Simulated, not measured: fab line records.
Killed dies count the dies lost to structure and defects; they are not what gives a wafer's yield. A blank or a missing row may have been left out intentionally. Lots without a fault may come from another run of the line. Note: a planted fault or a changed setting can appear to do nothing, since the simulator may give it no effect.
A lot that was struck, set against a sound lot || flow sky130 || 43 steps out of a route of 708
Sound: the wafers L834.1, L834.3, L834.5. Wafers L824.1, L824.2, L824.3 were the ones struck. The cause is given at the end.
For every step that has rows: the tool of each side, followed by ch and its chambers, followed by its first start. Under that, the readings that differ: sound wafers || struck wafers || difference of the means || sigmas: that difference in standard deviations of wafers without a fault.
alike: a reading whose means differ by less than 2 such deviations, as well as words and numbers matching on both sides. not compared: withheld readings; readings where some wafer has no value; bounds like >300 that might hide an equal value; numbers whose values overlap and for which the record gives no deviation.
A row with sigmas, a row that says differs or no value, or rows on one side alone: a step with any of these is where the two part. Non-overlapping numbers with no deviation appear without sigmas and do not part them. A reading that every wafer of one side lacks parts them only if that side has two wafers or more.

first, 5 steps without rows for these wafers: SKY_LI_CONTACT_COAT_07 (resist thk 450 nm); SKY_LI_CONTACT_SOFTBAKE_08 (time 90 s); SKY_LI_CONTACT_EXPOSE_09 (exposes mask LICM1, target cd 170 nm); SKY_LI_CONTACT_PEB_10; SKY_LI_CONTACT_DEVELOP_11 (develop time 60 s).
SKY_LI_CONTACT_CD_MEAS_12 targets a cd of 170 nm.
  sound on cd sem-02, day 35 07:50; struck on cd sem-02, day 32 10:47
  alike: cd nm
SKY_LI_CONTACT_OVL_MEAS_13:
  sound on overlay-01, day 35 07:58; struck on overlay-02, day 32 10:54
  alike: LI_CONTACT_OVL
then, 5 steps without rows for these wafers: SKY_LI_CONTACT_ETCH_14 (etches BARC in N2/H2, stops on SiO2, time 45.9 s, target depth 60 nm); SKY_LI_CONTACT_ETCH_15 (etches PSG in C4F8/O2/Ar, stops on Si, target depth 600 nm); SKY_LI_CONTACT_STRIP_16 (strips in O2/N2); SKY_LI_CONTACT_CLEAN_17 (cleans in NMP, time 600 s); SKY_LI_CONTACT_PRE_CLEAN_18 (time 5.6 s).
SKY_LI_CONTACT_SPUTTER_19: material Ti, target thk 20 nm, time 106.37 s.
  sound on pvd sputter-01, day 35 08:25; struck on pvd sputter-01, day 32 11:23
  alike: throttle valve pct
SKY_LI_CONTACT_SPUTTER_20: material TiN, target thk 20 nm, time 80 s.
  sound on pvd sputter-01, day 35 08:29; struck on pvd sputter-01, day 32 11:27
  alike: throttle valve pct
then, 1 step without rows for these wafers: SKY_LI_CONTACT_CVD_21 (deposits W, target thk 400 nm, time 120.56 s).
SKY_LI_CONTACT_RS_MEAS_22: a four-point-probe measurement.
  sound on film metro-04, day 35 08:41; struck on film metro-02, day 32 11:38
  alike: LI_CONTACT_W_RS
SKY_LI_CONTACT_THK_MEAS_23: measures by xrf.
  sound on film metro-04, day 35 08:48; struck on film metro-02, day 32 11:46
  alike: LI_CONTACT_W_THK
SKY_LI_CONTACT_CMP_24: polishes, stops on PSG, t overpolish 20 s, target thk 0 nm.
  sound on cmp-01 ch 0,1, day 35 08:52; struck on cmp-02 ch 0,1,3, day 32 11:49
  alike: motor current A, overpolish run s, time to endpoint s
then, 1 step without rows for these wafers: SKY_LOCAL_INTERCONNECT_SPUTTER_00 (material TiN, target thk 100 nm, time 83.3 s).
SKY_LOCAL_INTERCONNECT_RS_MEAS_01: a four-point-probe measurement.
  sound on film metro-02, day 35 09:13; struck on film metro-04, day 32 12:11
  alike: LOCAL_INTERCONNECT_TIN_RS
SKY_LOCAL_INTERCONNECT_THK_MEAS_02: measures by xrf.
  sound on film metro-02, day 35 09:20; struck on film metro-04, day 32 12:18
  alike: LOCAL_INTERCONNECT_TIN_THK
then, 8 steps without rows for these wafers: SKY_LOCAL_INTERCONNECT_DEHYDRATE_03 (time 60 s); SKY_LOCAL_INTERCONNECT_HMDS_04 (prime time 60 s); SKY_LOCAL_INTERCONNECT_COAT_05 (resist thk 60 nm); SKY_LOCAL_INTERCONNECT_COAT_06 (resist thk 450 nm); SKY_LOCAL_INTERCONNECT_SOFTBAKE_07 (time 90 s); SKY_LOCAL_INTERCONNECT_EXPOSE_08 (exposes mask LI1M, target cd 170 nm); SKY_LOCAL_INTERCONNECT_PEB_09; SKY_LOCAL_INTERCONNECT_DEVELOP_10 (develop time 60 s).
SKY_LOCAL_INTERCONNECT_CD_MEAS_11 targets a cd of 170 nm.
  sound on cd sem-02, day 36 11:19; struck on cd sem-01, day 33 15:26
  alike: cd nm
SKY_LOCAL_INTERCONNECT_OVL_MEAS_12:
  sound on overlay-02, day 36 11:26; struck on overlay-02, day 33 15:34
  alike: LOCAL_INTERCONNECT_OVL
SKY_LOCAL_INTERCONNECT_ETCH_13: etches BARC in N2/H2, stops on SiO2, time 45.9 s, target depth 60 nm.
  sound on rie metal-02 ch 0, day 36 11:28; struck on rie metal-02 ch 1, day 33 15:35
{"reading": "drypump motor current A (A)", "sound": "6.2 6.2 6.2", "struck": "5.3 5.3 5.3", "difference": -0.9, "sigmas": -2}
  alike: h2 flow sccm, oes product au, throttle valve pct
  not compared: rf hours counter h
SKY_LOCAL_INTERCONNECT_METAL_ETCH_14: etches TiN in Cl2/BCl3, stops on PSG, target depth 110 nm, time 31.4 s.
  sound on rie metal-02 ch 0, day 36 11:32; struck on rie metal-02 ch 1, day 33 15:43
{"reading": "drypump motor current A (A)", "sound": "6.2 6.2 6.2", "struck": "5.4 5.4 5.4", "difference": -0.8, "sigmas": -2}
  alike: oes product au, throttle valve pct
  not compared: rf hours counter h
then, 4 steps without rows for these wafers: SKY_LOCAL_INTERCONNECT_STRIP_15 (strips in O2/N2); SKY_LOCAL_INTERCONNECT_STRIP_16 (strips in post etch residue remover, time 1200 s); SKY_LOCAL_INTERCONNECT_CLEAN_17 (cleans in IPA, time 180 s); SKY_LOCAL_INTERCONNECT_CLEAN_18 (cleans in O3/DIW).
SKY_CONTACT_CVD_00: deposits Si3N4, target thk 75 nm.
  sound on pecvd-03 ch 0,1,2, day 36 12:14; struck on pecvd-02 ch 0,1,2, day 33 16:27
  alike: heater power w
SKY_CONTACT_THK_MEAS_01:
  sound on film metro-03, day 36 12:17; struck on film metro-03, day 33 16:29
  alike: CONTACT_CVD_00_THK
then, 1 step without rows for these wafers: SKY_CONTACT_HDPCVD_02 (deposits SiO2, target thk 565 nm, time 94.2 s).
SKY_CONTACT_THK_MEAS_03:
  sound on film metro-01, day 36 12:25; struck on film metro-01, day 33 16:37
  alike: CONTACT_HDPCVD_THK
then, 1 step without rows for these wafers: SKY_CONTACT_CMP_04 (polishes SiO2).
-- the record jumps here: 15 days lie between the struck wafers' starts before and after (it left off in module CONTACT and takes up again in module PAD_OPEN, whose first step shown is number 708 of the route) --
SKY_PAD_OPEN_PROBE_99:
  the record has rows for the struck wafers here (prober-01, day 48 05:36) and none for the sound ones

== WHERE THEY PART ==
Last at SKY_PAD_OPEN_PROBE_99 as far as this record goes, first at SKY_LOCAL_INTERCONNECT_ETCH_13.

WHY: what the simulator had put in
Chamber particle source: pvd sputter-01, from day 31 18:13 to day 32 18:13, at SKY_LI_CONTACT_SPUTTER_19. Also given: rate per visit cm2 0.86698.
